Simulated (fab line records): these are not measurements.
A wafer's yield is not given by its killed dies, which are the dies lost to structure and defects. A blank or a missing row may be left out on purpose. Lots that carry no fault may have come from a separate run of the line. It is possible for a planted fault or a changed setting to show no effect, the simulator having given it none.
Which of the tools did it? || flow sky130 || 13 lots with 39 wafers sampled at 5 steps, on a route of 708 steps

## WHAT THE GAUGES SHOWED, per wafer
SKY_FIELD_ISO_THK_MEAS_04.
{"lot": "L493", "measured": "day 1 15:22", "on": "film-metro-01", "FIELD_ISO_CVD_03_THK (nm)": "167.2 165.5 166.9"}
{"lot": "L494", "measured": "day 1 18:58", "on": "film-metro-01", "FIELD_ISO_CVD_03_THK (nm)": "161.6 162.4 162.2"}
{"lot": "L495", "measured": "day 1 23:49", "on": "film-metro-01", "FIELD_ISO_CVD_03_THK (nm)": "163.4 162.2 164.5"}
{"lot": "L496", "measured": "day 2 05:53", "on": "film-metro-01", "FIELD_ISO_CVD_03_THK (nm)": "165.9 163.4 166.3"}
{"lot": "L497", "measured": "day 2 11:10", "on": "film-metro-02", "FIELD_ISO_CVD_03_THK (nm)": "165.4 164.5 164.4"}
{"lot": "L506", "measured": "day 4 07:52", "on": "film-metro-03", "FIELD_ISO_CVD_03_THK (nm)": "162.3 162.4 162.4"}
{"lot": "L507", "measured": "day 4 17:25", "on": "film-metro-03", "FIELD_ISO_CVD_03_THK (nm)": "164.5 164.4 165.3"}
{"lot": "L508", "measured": "day 4 17:25", "on": "film-metro-01", "FIELD_ISO_CVD_03_THK (nm)": "160.1 160.0 160.6"}
{"lot": "L509", "measured": "day 5 03:13", "on": "film-metro-03", "FIELD_ISO_CVD_03_THK (nm)": "162.8 163.6 163.5"}
{"lot": "L511", "measured": "day 5 09:44", "on": "film-metro-02", "FIELD_ISO_CVD_03_THK (nm)": "164.1 165.5 165.3"}
{"lot": "L510", "measured": "day 5 09:44", "on": "film-metro-01", "FIELD_ISO_CVD_03_THK (nm)": "163.1 163.5 161.8"}
{"lot": "L513", "measured": "day 5 19:06", "on": "film-metro-03", "FIELD_ISO_CVD_03_THK (nm)": "164.3 164.7 165.2"}
{"lot": "L516", "measured": "day 6 08:55", "on": "film-metro-02", "FIELD_ISO_CVD_03_THK (nm)": "165.8 167.1 164.3"}

SKY_FIELD_ISO_THK_MEAS_25.
{"lot": "L493", "measured": "day 2 09:23", "on": "film-metro-02", "FIELD_ISO_CVD_24_THK (nm)": "591 602 601"}
{"lot": "L494", "measured": "day 2 11:55", "on": "film-metro-02", "FIELD_ISO_CVD_24_THK (nm)": "593 605 598"}
{"lot": "L495", "measured": "day 2 17:46", "on": "film-metro-03", "FIELD_ISO_CVD_24_THK (nm)": "593 607 590"}
{"lot": "L496", "measured": "day 2 22:40", "on": "film-metro-01", "FIELD_ISO_CVD_24_THK (nm)": "601 613 602"}
{"lot": "L497", "measured": "day 3 05:01", "on": "film-metro-01", "FIELD_ISO_CVD_24_THK (nm)": "591 595 589"}
{"lot": "L506", "measured": "day 5 02:37", "on": "film-metro-03", "FIELD_ISO_CVD_24_THK (nm)": "600 594 608"}
{"lot": "L507", "measured": "day 5 13:07", "on": "film-metro-01", "FIELD_ISO_CVD_24_THK (nm)": "577 593 594"}
{"lot": "L508", "measured": "day 5 13:07", "on": "film-metro-02", "FIELD_ISO_CVD_24_THK (nm)": "591 607 598"}
{"lot": "L509", "measured": "day 5 21:58", "on": "film-metro-03", "FIELD_ISO_CVD_24_THK (nm)": "598 591 601"}
{"lot": "L511", "measured": "day 6 06:42", "on": "film-metro-02", "FIELD_ISO_CVD_24_THK (nm)": "584 581 594"}
{"lot": "L510", "measured": "day 6 05:43", "on": "film-metro-02", "FIELD_ISO_CVD_24_THK (nm)": "605 601 597"}
{"lot": "L513", "measured": "day 6 17:13", "on": "film-metro-02", "FIELD_ISO_CVD_24_THK (nm)": "597 596 590"}
{"lot": "L516", "measured": "day 7 06:21", "on": "film-metro-01", "FIELD_ISO_CVD_24_THK (nm)": "605 593 604"}

SKY_VT_ADJUST_LVTN_TW_MEAS_10.
{"lot": "L493", "measured": "day 6 21:05", "on": "film-metro-04", "VT_ADJUST_LVTN_TW": "242.7 241.9 243.5"}
{"lot": "L494", "measured": "day 7 00:08", "on": "film-metro-01", "VT_ADJUST_LVTN_TW": "242.7 241.6 241.5"}
{"lot": "L495", "measured": "day 7 07:53", "on": "film-metro-01", "VT_ADJUST_LVTN_TW": "241.8 241.8 241.7"}
{"lot": "L496", "measured": "day 7 12:02", "on": "film-metro-03", "VT_ADJUST_LVTN_TW": "240.7 239.3 239.1"}
{"lot": "L497", "measured": "day 7 20:24", "on": "film-metro-04", "VT_ADJUST_LVTN_TW": "242.7 243.7 243.3"}
{"lot": "L506", "measured": "day 10 13:35", "on": "film-metro-04", "VT_ADJUST_LVTN_TW": "243.5 241.5 243.0"}
{"lot": "L507", "measured": "day 10 23:14", "on": "film-metro-03", "VT_ADJUST_LVTN_TW": "240.1 240.5 240.0"}
{"lot": "L508", "measured": "day 11 00:31", "on": "film-metro-04", "VT_ADJUST_LVTN_TW": "241.5 240.5 241.8"}
{"lot": "L509", "measured": "day 11 06:12", "on": "film-metro-04", "VT_ADJUST_LVTN_TW": "241.3 241.7 242.2"}
{"lot": "L511", "measured": "day 11 18:46", "on": "film-metro-01", "VT_ADJUST_LVTN_TW": "240.7 241.3 241.5"}
{"lot": "L510", "measured": "day 11 20:29", "on": "film-metro-04", "VT_ADJUST_LVTN_TW": "241.6 241.2 241.7"}
{"lot": "L513", "measured": "day 12 09:50", "on": "film-metro-03", "VT_ADJUST_LVTN_TW": "242.7 243.0 241.0"}
{"lot": "L516", "measured": "day 13 03:43", "on": "film-metro-03", "VT_ADJUST_LVTN_TW": "242.1 241.7 241.3"}

SKY_SONOS_ONO_THK_MEAS_05.
{"lot": "L493", "measured": "day 11 13:17", "on": "film-metro-03", "SONOS_ONO_CVD_04_THK (nm)": "5.83 5.75 5.73"}
{"lot": "L494", "measured": "day 11 17:20", "on": "film-metro-02", "SONOS_ONO_CVD_04_THK (nm)": "5.63 5.59 5.68"}
{"lot": "L495", "measured": "day 12 00:46", "on": "film-metro-01", "SONOS_ONO_CVD_04_THK (nm)": "5.65 5.65 5.63"}
{"lot": "L496", "measured": "day 12 08:46", "on": "film-metro-01", "SONOS_ONO_CVD_04_THK (nm)": "9.16 9.28 9.31"}
{"lot": "L497", "measured": "day 12 19:17", "on": "film-metro-03", "SONOS_ONO_CVD_04_THK (nm)": "8.95 8.92 9.02"}
{"lot": "L506", "measured": "day 16 03:41", "on": "film-metro-01", "SONOS_ONO_CVD_04_THK (nm)": "5.70 5.85 5.76"}
{"lot": "L507", "measured": "day 16 12:53", "on": "film-metro-03", "SONOS_ONO_CVD_04_THK (nm)": "5.66 5.74 5.69"}
{"lot": "L508", "measured": "day 16 18:39", "on": "film-metro-03", "SONOS_ONO_CVD_04_THK (nm)": "5.90 5.71 5.77"}
{"lot": "L509", "measured": "day 16 21:31", "on": "film-metro-01", "SONOS_ONO_CVD_04_THK (nm)": "5.77 5.75 5.81"}
{"lot": "L511", "measured": "day 17 13:51", "on": "film-metro-01", "SONOS_ONO_CVD_04_THK (nm)": "5.73 5.88 5.83"}
{"lot": "L510", "measured": "day 17 13:52", "on": "film-metro-02", "SONOS_ONO_CVD_04_THK (nm)": "5.72 5.68 5.72"}
{"lot": "L513", "measured": "day 18 05:24", "on": "film-metro-03", "SONOS_ONO_CVD_04_THK (nm)": "5.77 5.84 5.69"}
{"lot": "L516", "measured": "day 19 06:43", "on": "film-metro-02", "SONOS_ONO_CVD_04_THK (nm)": "5.83 5.91 5.89"}

## EACH LOT AND THE TOOL THAT RAN IT (in order: tool; ch and the chambers of the sampled wafers; start)
{"lot": "L493", "SKY_SONOS_ONO_CVD_04": "lpcvd-03 ch 0, day 11 12:02"}
{"lot": "L494", "SKY_SONOS_ONO_CVD_04": "lpcvd-03 ch 0, day 11 16:04"}
{"lot": "L495", "SKY_SONOS_ONO_CVD_04": "lpcvd-03 ch 1, day 11 23:30"}
{"lot": "L496", "SKY_SONOS_ONO_CVD_04": "lpcvd-03 ch 0, day 12 07:31"}
{"lot": "L497", "SKY_SONOS_ONO_CVD_04": "lpcvd-03 ch 1, day 12 17:24"}
{"lot": "L506", "SKY_SONOS_ONO_CVD_04": "lpcvd-03 ch 1, day 16 02:26"}
{"lot": "L507", "SKY_SONOS_ONO_CVD_04": "lpcvd-03 ch 1, day 16 11:38"}
{"lot": "L508", "SKY_SONOS_ONO_CVD_04": "lpcvd-03 ch 0, day 16 17:24"}
{"lot": "L509", "SKY_SONOS_ONO_CVD_04": "lpcvd-03 ch 0, day 16 20:14"}
{"lot": "L511", "SKY_SONOS_ONO_CVD_04": "lpcvd-03 ch 1, day 17 12:36"}
{"lot": "L510", "SKY_SONOS_ONO_CVD_04": "lpcvd-03 ch 0, day 17 12:36"}
{"lot": "L513", "SKY_SONOS_ONO_CVD_04": "lpcvd-03 ch 1, day 18 04:09"}
{"lot": "L516", "SKY_SONOS_ONO_CVD_04": "lpcvd-03 ch 1, day 19 05:28"}
- SKY_SONOS_ONO_CVD_04: deposits SiO2 from SiH4/N2O, target thk 5.7199 nm.

## AS READ BY THE TOOLS THEMSELVES (means over the sampled wafers that have a number; for cases with no such wafer, the mark the record gives instead)
SKY_SONOS_ONO_CVD_04.
{"lot": "L493", "tool": "lpcvd-03", "spike-tc-bottom-C (C)": 918.3, "spike-tc-centre-C (C)": 898.5, "spike-tc-lower-C (C)": 900.3, "spike-tc-top-C (C)": 909.2, "spike-tc-upper-C (C)": 900.8, "susceptor-temp-C (C)": 900.6, "zone-power-bottom-pct (%)": 27.6, "zone-power-centre-pct (%)": 17.94, "zone-power-upper-pct (%)": 19.2}
{"lot": "L494", "tool": "lpcvd-03", "spike-tc-bottom-C (C)": 919.8, "spike-tc-centre-C (C)": 899.3, "spike-tc-lower-C (C)": 899.6, "spike-tc-top-C (C)": 908.9, "spike-tc-upper-C (C)": 901.6, "susceptor-temp-C (C)": 900.2, "zone-power-bottom-pct (%)": 27.8, "zone-power-centre-pct (%)": 17.92, "zone-power-upper-pct (%)": 19.2}
{"lot": "L495", "tool": "lpcvd-03", "spike-tc-bottom-C (C)": 915.5, "spike-tc-centre-C (C)": 899.3, "spike-tc-lower-C (C)": 900.5, "spike-tc-top-C (C)": 914.4, "spike-tc-upper-C (C)": 898.5, "susceptor-temp-C (C)": 899.7, "zone-power-bottom-pct (%)": 24.7, "zone-power-centre-pct (%)": 17.26, "zone-power-upper-pct (%)": 18.3}
{"lot": "L496", "tool": "lpcvd-03", "spike-tc-bottom-C (C)": 965.5, "spike-tc-centre-C (C)": 946.4, "spike-tc-lower-C (C)": 946.0, "spike-tc-top-C (C)": 955.1, "spike-tc-upper-C (C)": 946.9, "susceptor-temp-C (C)": 947.3, "zone-power-bottom-pct (%)": 31.2, "zone-power-centre-pct (%)": 20.01, "zone-power-upper-pct (%)": 21.7}
{"lot": "L497", "tool": "lpcvd-03", "spike-tc-bottom-C (C)": 962.0, "spike-tc-centre-C (C)": 946.6, "spike-tc-lower-C (C)": 947.1, "spike-tc-top-C (C)": 960.0, "spike-tc-upper-C (C)": 945.7, "susceptor-temp-C (C)": 946.3, "zone-power-bottom-pct (%)": 27.6, "zone-power-centre-pct (%)": 19.41, "zone-power-upper-pct (%)": 20.7}
{"lot": "L506", "tool": "lpcvd-03", "spike-tc-bottom-C (C)": 915.2, "spike-tc-centre-C (C)": 900.9, "spike-tc-lower-C (C)": 901.2, "spike-tc-top-C (C)": 914.7, "spike-tc-upper-C (C)": 899.3, "susceptor-temp-C (C)": 899.9, "zone-power-bottom-pct (%)": 24.7, "zone-power-centre-pct (%)": 17.33, "zone-power-upper-pct (%)": 18.4}
{"lot": "L507", "tool": "lpcvd-03", "spike-tc-bottom-C (C)": 914.8, "spike-tc-centre-C (C)": 900.2, "spike-tc-lower-C (C)": 901.6, "spike-tc-top-C (C)": 914.4, "spike-tc-upper-C (C)": 899.0, "susceptor-temp-C (C)": 899.9, "zone-power-bottom-pct (%)": 24.6, "zone-power-centre-pct (%)": 17.33, "zone-power-upper-pct (%)": 18.3}
{"lot": "L508", "tool": "lpcvd-03", "spike-tc-bottom-C (C)": 918.3, "spike-tc-centre-C (C)": 900.0, "spike-tc-lower-C (C)": 899.7, "spike-tc-top-C (C)": 908.6, "spike-tc-upper-C (C)": 901.3, "susceptor-temp-C (C)": 900.5, "zone-power-bottom-pct (%)": 27.6, "zone-power-centre-pct (%)": 17.81, "zone-power-upper-pct (%)": 19.2}
{"lot": "L509", "tool": "lpcvd-03", "spike-tc-bottom-C (C)": 919.5, "spike-tc-centre-C (C)": 898.6, "spike-tc-lower-C (C)": 900.3, "spike-tc-top-C (C)": 908.8, "spike-tc-upper-C (C)": 901.1, "susceptor-temp-C (C)": 900.5, "zone-power-bottom-pct (%)": 27.6, "zone-power-centre-pct (%)": 17.93, "zone-power-upper-pct (%)": 19.0}
{"lot": "L511", "tool": "lpcvd-03", "spike-tc-bottom-C (C)": 914.0, "spike-tc-centre-C (C)": 899.4, "spike-tc-lower-C (C)": 900.8, "spike-tc-top-C (C)": 914.6, "spike-tc-upper-C (C)": 899.5, "susceptor-temp-C (C)": 899.8, "zone-power-bottom-pct (%)": 24.5, "zone-power-centre-pct (%)": 17.42, "zone-power-upper-pct (%)": 18.2}
{"lot": "L510", "tool": "lpcvd-03", "spike-tc-bottom-C (C)": 920.8, "spike-tc-centre-C (C)": 899.0, "spike-tc-lower-C (C)": 899.9, "spike-tc-top-C (C)": 908.6, "spike-tc-upper-C (C)": 901.2, "susceptor-temp-C (C)": 899.5, "zone-power-bottom-pct (%)": 27.8, "zone-power-centre-pct (%)": 17.98, "zone-power-upper-pct (%)": 19.2}
{"lot": "L513", "tool": "lpcvd-03", "spike-tc-bottom-C (C)": 915.1, "spike-tc-centre-C (C)": 899.1, "spike-tc-lower-C (C)": 900.2, "spike-tc-top-C (C)": 914.0, "spike-tc-upper-C (C)": 899.0, "susceptor-temp-C (C)": 899.9, "zone-power-bottom-pct (%)": 24.8, "zone-power-centre-pct (%)": 17.41, "zone-power-upper-pct (%)": 18.3}
{"lot": "L516", "tool": "lpcvd-03", "spike-tc-bottom-C (C)": 914.9, "spike-tc-centre-C (C)": 900.8, "spike-tc-lower-C (C)": 901.3, "spike-tc-top-C (C)": 914.5, "spike-tc-upper-C (C)": 900.0, "susceptor-temp-C (C)": 899.7, "zone-power-bottom-pct (%)": 24.5, "zone-power-centre-pct (%)": 17.36, "zone-power-upper-pct (%)": 18.2}

## THE ANSWER, worked out from the rows above alone
Rule: usual is defined by the lots themselves. The widest of any qualifying gaps counts: lots, ordered by their means at a reading, are off when they make up no more than a third of the lots, leave a main group of 4 or more, and stand apart from it by 3 or more times the standard deviation of that group's means. A main group whose means are all the same, to the digits that the tables above print for the reading, isn't used. Also off: a lot with no number at a reading for which 4 or more lots have one. Where the step has rows for the other lots, those lots are counted as sound. After the gauges, taken in route order, come the tools' own readings; for these a lot's mean is taken, as printed above. At the first step where some lot is off, the reading lying furthest off is the one used; lots without a number count as furthest.
Off: at SKY_SONOS_ONO_THK_MEAS_05 (SONOS_ONO_CVD_04_THK), L496, L497. Main group: mean 5.75 nm, sd 0.07.
A tool fits if, at a process step before that reading, it ran every lot that is off, and no sound lot after the first of them. The gauges at SKY_SONOS_ONO_THK_MEAS_05 aren't tried: what is off there is off at SKY_SONOS_ONO_CVD_04 too, on other tools, and a gauge's error can't cause that. Not one of the candidates tried fits.

## WHAT THE SIMULATOR PUT IN
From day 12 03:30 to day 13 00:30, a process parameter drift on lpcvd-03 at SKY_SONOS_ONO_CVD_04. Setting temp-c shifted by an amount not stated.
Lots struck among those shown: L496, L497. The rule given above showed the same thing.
